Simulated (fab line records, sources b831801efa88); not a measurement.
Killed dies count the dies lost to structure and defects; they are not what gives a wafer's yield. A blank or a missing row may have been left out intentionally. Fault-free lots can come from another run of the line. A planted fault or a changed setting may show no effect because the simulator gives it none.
Which of the tools did it? | flow sky130 | 14 lots, 42 wafers sampled, at 4 steps of a route of 708

WHAT THE GAUGES SHOWED, per wafer
The record lacks any reading of a measuring or inspecting step that a usual standard deviation could be used to judge.

TOOL THAT RAN EACH LOT (tool first, then ch and the chambers of the sampled wafers, then the start)
lot  | SKY_VIA1_ETCH_15                   | SKY_VIA1_STRIP_16                    | SKY_METAL2_SPUTTER_00        | SKY_METAL2_EXPOSE_12
L735 | rie diel-02 ch 1,3, day 33 18:14   | plasma asher-03 ch 0,1, day 33 18:17 | pvd sputter-04, day 33 19:31 | krf scanner-01 ch 0, day 34 08:35
L736 | rie diel-01 ch 0,1,3, day 34 00:27 | plasma asher-04 ch 0,1, day 34 00:29 | pvd sputter-02, day 34 01:50 | krf scanner-02 ch 0, day 34 15:32
L738 | rie diel-01 ch 0,1,3, day 34 22:47 | plasma asher-04 ch 0,1, day 34 22:50 | pvd sputter-02, day 35 00:04 | krf scanner-01 ch 0, day 35 13:09
L740 | rie diel-03 ch 0,1,2, day 35 09:46 | plasma asher-01 ch 0,1, day 35 09:49 | pvd sputter-02, day 35 11:02 | krf scanner-02 ch 0, day 36 00:25
L743 | rie diel-02 ch 2,3, day 36 14:43   | plasma asher-01 ch 0,1, day 36 14:47 | pvd sputter-01, day 36 15:59 | krf scanner-02 ch 0, day 37 06:10
L744 | rie diel-03 ch 0,1,2, day 36 22:40 | plasma asher-03 ch 0, day 36 22:43   | pvd sputter-01, day 36 23:56 | krf scanner-01 ch 0, day 37 13:37
L745 | rie diel-01 ch 0,1, day 37 02:16   | plasma asher-03 ch 0,1, day 37 02:19 | pvd sputter-02, day 37 03:32 | krf scanner-01 ch 0, day 37 16:30
L746 | rie diel-01 ch 2,3, day 37 12:40   | plasma asher-03 ch 0,1, day 37 12:44 | pvd sputter-01, day 37 13:56 | krf scanner-01 ch 0, day 38 02:26
L747 | rie diel-03 ch 0,1,3, day 37 17:56 | plasma asher-03 ch 0,1, day 37 17:59 | pvd sputter-04, day 37 19:13 | krf scanner-01 ch 0, day 38 08:06
L748 | rie diel-01 ch 0,2, day 37 23:49   | plasma asher-04 ch 0,1, day 37 23:52 | pvd sputter-02, day 38 01:31 | krf scanner-02 ch 0, day 38 15:14
L749 | rie diel-03 ch 0,1,2, day 38 05:40 | plasma asher-01 ch 0,1, day 38 05:43 | pvd sputter-02, day 38 07:00 | krf scanner-02 ch 0, day 38 19:40
L750 | rie diel-02 ch 0,1,2, day 38 11:49 | plasma asher-03 ch 0,1, day 38 11:52 | pvd sputter-04, day 38 13:11 | krf scanner-02 ch 0, day 39 01:34
L756 | rie diel-03 ch 0,1,2, day 40 06:23 | plasma asher-03 ch 0,1, day 40 06:26 | pvd sputter-01, day 40 07:42 | krf scanner-02, day 40 20:07
L757 | rie diel-03 ch 0,1,2, day 40 14:03 | plasma asher-03 ch 0,1, day 40 14:06 | pvd sputter-04, day 40 15:19 | krf scanner-02, day 41 04:08
- SKY_VIA1_ETCH_15: etches SiO2 in C4F8/O2/Ar, stops on TiN, target depth 351 nm, time 54 s.
- SKY_VIA1_STRIP_16: strips in O2/N2.
- SKY_METAL2_SPUTTER_00: material Ti, target thk 15 nm, time 10 s.
- SKY_METAL2_EXPOSE_12: exposes mask MM2, target cd 140 nm.

AS READ BY THE TOOLS THEMSELVES (means over the sampled wafers that have a number; for cases with no such wafer, the mark the record gives instead)
SKY_VIA1_ETCH_15.
lot  | tool        | chamber pressure mTorr (mTorr) | oes product au (a.u.)
L735 | rie diel-02 | 39.99                          | 0.986
L736 | rie diel-01 | 39.99                          | 0.988
L738 | rie diel-01 | 40.03                          | 0.978
L740 | rie diel-03 | 40.02                          | 0.982
L743 | rie diel-02 | 40.01                          | 0.981
L744 | rie diel-03 | 40.00                          | 0.985
L745 | rie diel-01 | 39.98                          | 0.979
L746 | rie diel-01 | 40.01                          | 0.982
L747 | rie diel-03 | 39.99                          | 0.985
L748 | rie diel-01 | 39.97                          | 0.980
L749 | rie diel-03 | 39.97                          | 0.983
L750 | rie diel-02 | 40.02                          | 0.987
L756 | rie diel-03 | 40.00                          | 0.980
L757 | rie diel-03 | 39.96                          | 0.980

SKY_VIA1_STRIP_16.
lot  | tool            | chamber pressure mTorr (mTorr) | drypump motor current A (A) | oes product au (a.u.) | strip time to endpoint s (s)
L735 | plasma asher-03 | 1500.8                         | 5.0                         | 0.410                 | 4.439
L736 | plasma asher-04 | 1499.8                         | 6.0                         | 0.418                 | 4.461
L738 | plasma asher-04 | 1498.6                         | 6.0                         | 0.410                 | 4.465
L740 | plasma asher-01 | 1499.6                         | 5.1                         | 0.416                 | 4.445
L743 | plasma asher-01 | 1500.9                         | 5.3                         | 0.415                 | 4.435
L744 | plasma asher-03 | 1500.8                         | 5.7                         | 0.413                 | 4.450
L745 | plasma asher-03 | 1499.2                         | 5.4                         | 0.414                 | 4.445
L746 | plasma asher-03 | 1500.4                         | 5.3                         | 0.414                 | 4.449
L747 | plasma asher-03 | 1500.9                         | 5.0                         | 0.413                 | 4.476
L748 | plasma asher-04 | 1500.3                         | 6.0                         | 0.413                 | 4.455
L749 | plasma asher-01 | 1500.5                         | 5.1                         | 0.419                 | 4.455
L750 | plasma asher-03 | 1498.2                         | 5.3                         | 0.420                 | 4.483
L756 | plasma asher-03 | 1500.1                         | 5.4                         | 0.416                 | 4.469
L757 | plasma asher-03 | 1500.1                         | 5.0                         | 0.420                 | 4.443

SKY_METAL2_SPUTTER_00.
lot  | tool           | cathode dc power W (W) | throttle valve pct (%)
L735 | pvd sputter-04 | 2999.8                 | 29.6
L736 | pvd sputter-02 | 2999.8                 | 30.3
L738 | pvd sputter-02 | 2999.9                 | 30.0
L740 | pvd sputter-02 | 3000.5                 | 29.9
L743 | pvd sputter-01 | 3000.0                 | 29.5
L744 | pvd sputter-01 | 3000.7                 | 30.1
L745 | pvd sputter-02 | 3000.1                 | 29.8
L746 | pvd sputter-01 | 2999.2                 | 31.0
L747 | pvd sputter-04 | 3000.0                 | 29.5
L748 | pvd sputter-02 | 2999.8                 | 29.5
L749 | pvd sputter-02 | 3000.5                 | 30.4
L750 | pvd sputter-04 | 2999.4                 | 29.9
L756 | pvd sputter-01 | 3000.5                 | 31.3
L757 | pvd sputter-04 | 2999.9                 | 30.4

SKY_METAL2_EXPOSE_12.
lot  | tool           | exposure dose mJ cm2 | focus offset nm (nm) | stage vel mm s (mm/s)
L735 | krf scanner-01 | 27.988               | 0.5                  | 499.98
L736 | krf scanner-02 | 28.010               | 0.6                  | 499.98
L738 | krf scanner-01 | 28.010               | -0.7                 | 500.19
L740 | krf scanner-02 | 28.028               | 0.1                  | 500.43
L743 | krf scanner-02 | 28.016               | 0.1                  | 499.84
L744 | krf scanner-01 | 28.009               | 0.3                  | 499.89
L745 | krf scanner-01 | 27.984               | 0.5                  | 500.01
L746 | krf scanner-01 | 27.998               | -0.0                 | 500.16
L747 | krf scanner-01 | 27.986               | -0.6                 | 500.17
L748 | krf scanner-02 | 28.028               | -0.3                 | 499.94
L749 | krf scanner-02 | 28.023               | 0.4                  | 500.62
L750 | krf scanner-02 | 27.981               | -0.3                 | 500.24
L756 | krf scanner-02 | -                    | -                    | -
L757 | krf scanner-02 | -                    | -                    | -

THE ANSWER, worked out from the rows above alone
Rule: the usual values come from the lots themselves. The widest of any qualifying gaps counts: lots, ordered by their means at a reading, are off when they make up no more than a third of the lots, leave a main group of 4 or more, and stand apart from it by 3 or more times the standard deviation of that group's means. The tables above print the reading to a certain number of digits; a main group whose means all agree to those digits is not used. Also off: a lot with no number at a reading for which 4 or more lots have one. All remaining lots with rows at the step are treated as sound. The gauges are gone through in route order, then the tools' own readings, and for those a lot's mean is taken as printed above. The first step at which some lot is off is used, and at that step the reading that is off furthest; a lot without a number counts as furthest.
Off: L756, L757, at SKY_METAL2_EXPOSE_12 (exposure dose mJ cm2). Without a number there: L756, L757. Main group: mean 28.005, sd 0.017.
A tool fits if, at that step or a process step before it, it ran every lot that is off, and no sound lot after the first of them. Can't be told from this: 3 tools fit, rie diel-03 at SKY_VIA1_ETCH_15, plasma asher-03 at SKY_VIA1_STRIP_16, krf scanner-02 at SKY_METAL2_EXPOSE_12.

WHAT WAS PUT IN BY THE SIMULATOR
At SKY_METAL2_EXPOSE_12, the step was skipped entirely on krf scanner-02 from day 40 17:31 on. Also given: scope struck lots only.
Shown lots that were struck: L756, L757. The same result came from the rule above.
